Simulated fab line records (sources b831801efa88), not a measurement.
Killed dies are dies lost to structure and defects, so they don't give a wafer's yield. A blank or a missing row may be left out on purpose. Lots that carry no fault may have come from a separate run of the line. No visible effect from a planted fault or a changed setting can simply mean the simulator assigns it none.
Which of the tools did it? / flow gf180mcu / 39 wafers from 13 lots sampled at 4 of the route's 602 steps

== WHAT EACH GAUGE READ, for each wafer ==
GF_VT_IMPLANT_TW_MEAS_10. Usual: for VT_IMPLANT_TW the level is 559 and the standard deviation is 3.8.
lot=L998; measured=day 6 04:26; on=film-metro-04; VT_IMPLANT_TW=558 559 560; flag=
lot=L100; measured=day 6 15:29; on=film-metro-03; VT_IMPLANT_TW=553 554 555; flag=
lot=L103; measured=day 7 12:53; on=film-metro-02; VT_IMPLANT_TW=558 557 561; flag=
lot=L104; measured=day 7 15:09; on=film-metro-04; VT_IMPLANT_TW=560 564 559; flag=
lot=L105; measured=day 7 20:04; on=film-metro-02; VT_IMPLANT_TW=561 561 561; flag=
lot=L109; measured=day 9 00:07; on=film-metro-03; VT_IMPLANT_TW=552 551 554; flag=
lot=L110; measured=day 9 06:01; on=film-metro-03; VT_IMPLANT_TW=558 554 555; flag=
lot=L111; measured=day 9 10:42; on=film-metro-02; VT_IMPLANT_TW=573 569 570; flag=OFF
lot=L112; measured=day 9 18:26; on=film-metro-02; VT_IMPLANT_TW=571 572 574; flag=OFF
lot=L113; measured=day 10 00:25; on=film-metro-02; VT_IMPLANT_TW=573 571 575; flag=OFF
lot=L114; measured=day 10 06:44; on=film-metro-04; VT_IMPLANT_TW=555 558 555; flag=
lot=L118; measured=day 11 08:32; on=film-metro-02; VT_IMPLANT_TW=568 565 567; flag=
lot=L119; measured=day 11 15:16; on=film-metro-03; VT_IMPLANT_TW=555 558 554; flag=

GF_HV_LDD_OVL_MEAS_20. Usual: for HV_LDD_01_OVL the level is -1.3 nm and the standard deviation is 1.6.
lot=L998; measured=day 11 11:41; on=overlay-01; HV_LDD_01_OVL (nm)=-0.6 -1.4 2.4; flag=
lot=L100; measured=day 12 00:08; on=overlay-02; HV_LDD_01_OVL (nm)=-1.1 1.4 -1.2; flag=
lot=L103; measured=day 13 03:58; on=overlay-01; HV_LDD_01_OVL (nm)=-1.5 -3.2 -1.0; flag=
lot=L104; measured=day 13 04:14; on=overlay-01; HV_LDD_01_OVL (nm)=0.0 -1.9 -0.4; flag=
lot=L105; measured=day 13 09:35; on=overlay-02; HV_LDD_01_OVL (nm)=-1.7 -4.7 -4.3; flag=
lot=L109; measured=day 14 22:46; on=overlay-02; HV_LDD_01_OVL (nm)=-2.7 -1.9 -0.9; flag=
lot=L110; measured=day 15 08:08; on=overlay-02; HV_LDD_01_OVL (nm)=0.1 -0.7 -0.1; flag=
lot=L111; measured=day 15 11:37; on=overlay-01; HV_LDD_01_OVL (nm)=-3.2 -0.5 -0.1; flag=
lot=L112; measured=day 15 21:17; on=overlay-01; HV_LDD_01_OVL (nm)=1.2 -0.6 -0.7; flag=
lot=L113; measured=day 16 10:47; on=overlay-02; HV_LDD_01_OVL (nm)=-1.7 -1.1 -1.7; flag=
lot=L114; measured=day 16 14:44; on=overlay-02; HV_LDD_01_OVL (nm)=-3.2 -3.0 -3.5; flag=
lot=L118; measured=day 17 21:14; on=overlay-02; HV_LDD_01_OVL (nm)=-3.5 -1.4 -3.0; flag=
lot=L119; measured=day 18 06:35; on=overlay-02; HV_LDD_01_OVL (nm)=-2.3 -0.6 -1.4; flag=

== WHAT TOOL EACH LOT RAN ON (gives the tool, then ch and the chambers of the sampled wafers, and finally the start) ==
lot=L998; GF_VT_IMPLANT_IMPLANT_08=implanter-01 ch 0, day 6 04:11; GF_POLY_GATE_ETCH_12=rie-diel-03 ch 0,1,3, day 9 20:22
lot=L100; GF_VT_IMPLANT_IMPLANT_08=implanter-04 ch 0, day 6 15:14; GF_POLY_GATE_ETCH_12=rie-diel-03 ch 0,1,2, day 10 08:34
lot=L103; GF_VT_IMPLANT_IMPLANT_08=implanter-02 ch 0, day 7 12:38; GF_POLY_GATE_ETCH_12=rie-diel-03 ch 2,3, day 11 10:41
lot=L104; GF_VT_IMPLANT_IMPLANT_08=implanter-01 ch 0, day 7 14:56; GF_POLY_GATE_ETCH_12=rie-diel-02 ch 1,2,3, day 11 11:23
lot=L105; GF_VT_IMPLANT_IMPLANT_08=implanter-02 ch 0, day 7 19:50; GF_POLY_GATE_ETCH_12=rie-diel-02 ch 1,3, day 11 16:22
lot=L109; GF_VT_IMPLANT_IMPLANT_08=implanter-01 ch 0, day 8 23:53; GF_POLY_GATE_ETCH_12=rie-diel-02 ch 0,1,2, day 13 02:34
lot=L110; GF_VT_IMPLANT_IMPLANT_08=implanter-04 ch 0, day 9 05:48; GF_POLY_GATE_ETCH_12=rie-diel-02 ch 0,3, day 13 09:47
lot=L111; GF_VT_IMPLANT_IMPLANT_08=implanter-04 ch 0, day 9 10:27; GF_POLY_GATE_ETCH_12=rie-diel-03 ch 0,1,2, day 13 14:02
lot=L112; GF_VT_IMPLANT_IMPLANT_08=implanter-04 ch 0, day 9 18:12; GF_POLY_GATE_ETCH_12=rie-diel-02 ch 0,1,2, day 14 00:13
lot=L113; GF_VT_IMPLANT_IMPLANT_08=implanter-04 ch 0, day 10 00:10; GF_POLY_GATE_ETCH_12=rie-diel-03 ch 0,1,2, day 14 07:50
lot=L114; GF_VT_IMPLANT_IMPLANT_08=implanter-02 ch 0, day 10 06:30; GF_POLY_GATE_ETCH_12=rie-diel-02 ch 2,3, day 14 16:25
lot=L118; GF_VT_IMPLANT_IMPLANT_08=implanter-01 ch 0, day 11 08:18; GF_POLY_GATE_ETCH_12=rie-diel-03 ch 0,1,3, day 15 22:17
lot=L119; GF_VT_IMPLANT_IMPLANT_08=implanter-02 ch 0, day 11 15:01; GF_POLY_GATE_ETCH_12=rie-diel-01 ch 1,2,3, day 16 04:59
- GF_VT_IMPLANT_IMPLANT_08
- GF_POLY_GATE_ETCH_12: etches BARC in N2/H2.

== AS READ BY THE TOOLS THEMSELVES (means over the sampled wafers that have a number; for cases with no such wafer, the mark the record gives instead) ==
GF_VT_IMPLANT_IMPLANT_08. Usual: 20.000 for beam-energy-keV, sd 0.0069.
lot=L998 tool=implanter-01 beam-energy-keV=19.994 flag=
lot=L100 tool=implanter-04 beam-energy-keV=19.993 flag=
lot=L103 tool=implanter-02 beam-energy-keV=19.997 flag=
lot=L104 tool=implanter-01 beam-energy-keV=20.001 flag=
lot=L105 tool=implanter-02 beam-energy-keV=19.994 flag=
lot=L109 tool=implanter-01 beam-energy-keV=20.001 flag=
lot=L110 tool=implanter-04 beam-energy-keV=20.010 flag=
lot=L111 tool=implanter-04 beam-energy-keV=21.093 flag=OFF
lot=L112 tool=implanter-04 beam-energy-keV=21.096 flag=OFF
lot=L113 tool=implanter-04 beam-energy-keV=21.088 flag=OFF
lot=L114 tool=implanter-02 beam-energy-keV=20.007 flag=
lot=L118 tool=implanter-01 beam-energy-keV=20.003 flag=
lot=L119 tool=implanter-02 beam-energy-keV=19.999 flag=

GF_POLY_GATE_ETCH_12. Usual: drypump-motor-current-A 6.0 A, standard deviation 0.39; oes-product-au 0.735 a.u., standard deviation 0.0047; throttle-valve-pct 13.213 %, standard deviation 0.0093.
lot=L998; tool=rie-diel-03; drypump-motor-current-A (A)=6.0; oes-product-au (a.u.)=0.738; throttle-valve-pct (%)=13.220; flag=
lot=L100; tool=rie-diel-03; drypump-motor-current-A (A)=5.8; oes-product-au (a.u.)=0.736; throttle-valve-pct (%)=13.221; flag=
lot=L103; tool=rie-diel-03; drypump-motor-current-A (A)=5.6; oes-product-au (a.u.)=0.738; throttle-valve-pct (%)=13.220; flag=
lot=L104; tool=rie-diel-02; drypump-motor-current-A (A)=6.4; oes-product-au (a.u.)=0.740; throttle-valve-pct (%)=13.207; flag=
lot=L105; tool=rie-diel-02; drypump-motor-current-A (A)=6.3; oes-product-au (a.u.)=0.730; throttle-valve-pct (%)=13.209; flag=
lot=L109; tool=rie-diel-02; drypump-motor-current-A (A)=6.3; oes-product-au (a.u.)=0.732; throttle-valve-pct (%)=13.215; flag=
lot=L110; tool=rie-diel-02; drypump-motor-current-A (A)=6.4; oes-product-au (a.u.)=0.734; throttle-valve-pct (%)=13.205; flag=
lot=L111; tool=rie-diel-03; drypump-motor-current-A (A)=5.8; oes-product-au (a.u.)=0.737; throttle-valve-pct (%)=13.208; flag=
lot=L112; tool=rie-diel-02; drypump-motor-current-A (A)=6.3; oes-product-au (a.u.)=0.735; throttle-valve-pct (%)=13.214; flag=
lot=L113; tool=rie-diel-03; drypump-motor-current-A (A)=5.8; oes-product-au (a.u.)=0.732; throttle-valve-pct (%)=13.219; flag=
lot=L114; tool=rie-diel-02; drypump-motor-current-A (A)=6.6; oes-product-au (a.u.)=0.733; throttle-valve-pct (%)=13.219; flag=
lot=L118; tool=rie-diel-03; drypump-motor-current-A (A)=6.0; oes-product-au (a.u.)=0.742; throttle-valve-pct (%)=13.206; flag=
lot=L119; tool=rie-diel-01; drypump-motor-current-A (A)=5.8; oes-product-au (a.u.)=0.736; throttle-valve-pct (%)=13.213; flag=

== THE ANSWER, worked out from the rows above alone ==
Rule: a lot is off if the mean of its wafers that have a number lies more than 3 standard deviations from the usual mean. Also off: a lot with no number at a reading for which 4 or more lots have one. Any other lot the step has rows for is counted as sound. Order of review: gauges by route order, followed by the tools' own readings, for which a lot's mean as printed above is used. At the first step where some lot is off, the reading lying furthest off is the one used; lots without a number count as furthest.
Off: L111, L112, L113, at GF_VT_IMPLANT_TW_MEAS_10 (VT_IMPLANT_TW).
If a tool, at a process step before that reading, ran all the lots that are off and no sound lot after the first of them, it fits. Not tried: the gauges at GF_VT_IMPLANT_TW_MEAS_10; whatever is off there is also off at GF_VT_IMPLANT_IMPLANT_08, on other tools, and gauge error can't account for it. One fits: implanter-04 at GF_VT_IMPLANT_IMPLANT_08. A fault onset in the window from L110 (day 9 05:48, its last sound lot) to L111 (day 9 10:27, its first lot off) fits.
The tool's own readings at GF_VT_IMPLANT_IMPLANT_08 bear it out: on the lots that are off they differ by more than 5 times the standard deviation of the sound lots' means. beam-energy-keV reads 21.092 there against 20.000 on the sound lots.

== WHAT THE SIMULATOR HAD PUT IN ==
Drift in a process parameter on implanter-04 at GF_VT_IMPLANT_IMPLANT_08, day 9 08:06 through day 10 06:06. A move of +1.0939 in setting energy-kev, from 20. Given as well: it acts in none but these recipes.
Lots struck among those shown: L111, L112, L113. The same result came from the rule above.
